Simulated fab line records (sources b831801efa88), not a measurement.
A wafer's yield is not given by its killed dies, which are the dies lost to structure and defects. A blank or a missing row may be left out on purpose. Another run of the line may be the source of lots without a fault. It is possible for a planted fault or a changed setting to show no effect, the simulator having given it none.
Which of the tools did it? + flow sky130 + at 1 step of a route of 708, 12 lots with 36 wafers sampled

## WHAT THE GAUGES SHOWED, per wafer
SKY_METAL1_CD_MEAS_15 targets a cd of 140 nm.
| lot  | measured     | on       | cdNm (nm)         |
|------|--------------|----------|-------------------|
| L075 | day 32 10:50 | cdSem-01 | 140.7 140.0 141.7 |
| L077 | day 33 17:34 | cdSem-02 | 143.0 141.7 142.7 |
| L079 | day 34 04:32 | cdSem-02 | 140.7 140.2 141.2 |
| L081 | day 35 02:30 | cdSem-01 | 138.7 139.4 140.1 |
| L083 | day 35 12:44 | cdSem-02 | 143.3 142.7 141.1 |
| L086 | day 36 04:26 | cdSem-01 | 140.2 139.0 141.1 |
| L087 | day 36 18:20 | cdSem-02 | 141.8 140.9 141.8 |
| L089 | day 37 08:36 | cdSem-01 | 141.4 142.4 140.5 |
| L091 | day 37 20:46 | cdSem-01 | 138.7 139.7 137.6 |
| L094 | day 39 22:18 | cdSem-02 | 142.1 142.6 143.1 |
| L095 | day 39 23:50 | cdSem-01 | 138.9 138.8 138.3 |
| L097 | day 40 07:09 | cdSem-01 | 141.0 139.7 140.2 |

## EACH LOT AND THE TOOL THAT RAN IT (in order: tool; ch and the chambers of the sampled wafers; start)
Record: no process step prior to these readings.

## THE ANSWER, worked out from the rows above alone
Rule: usual is defined by the lots themselves. The widest of any qualifying gaps counts: lots, ordered by their means at a reading, are off when they make up no more than a third of the lots, leave a main group of 4 or more, and stand apart from it by 3 or more times the standard deviation of that group's means. Not used: any main group whose means are identical at the precision the tables above print for the reading. Also off: a lot with no number at a reading for which 4 or more lots have one. The other lots that the step has rows for count as sound.
Nothing can be told from this: no lot is off at any reading shown.

## WHAT THE SIMULATOR HAD PUT IN
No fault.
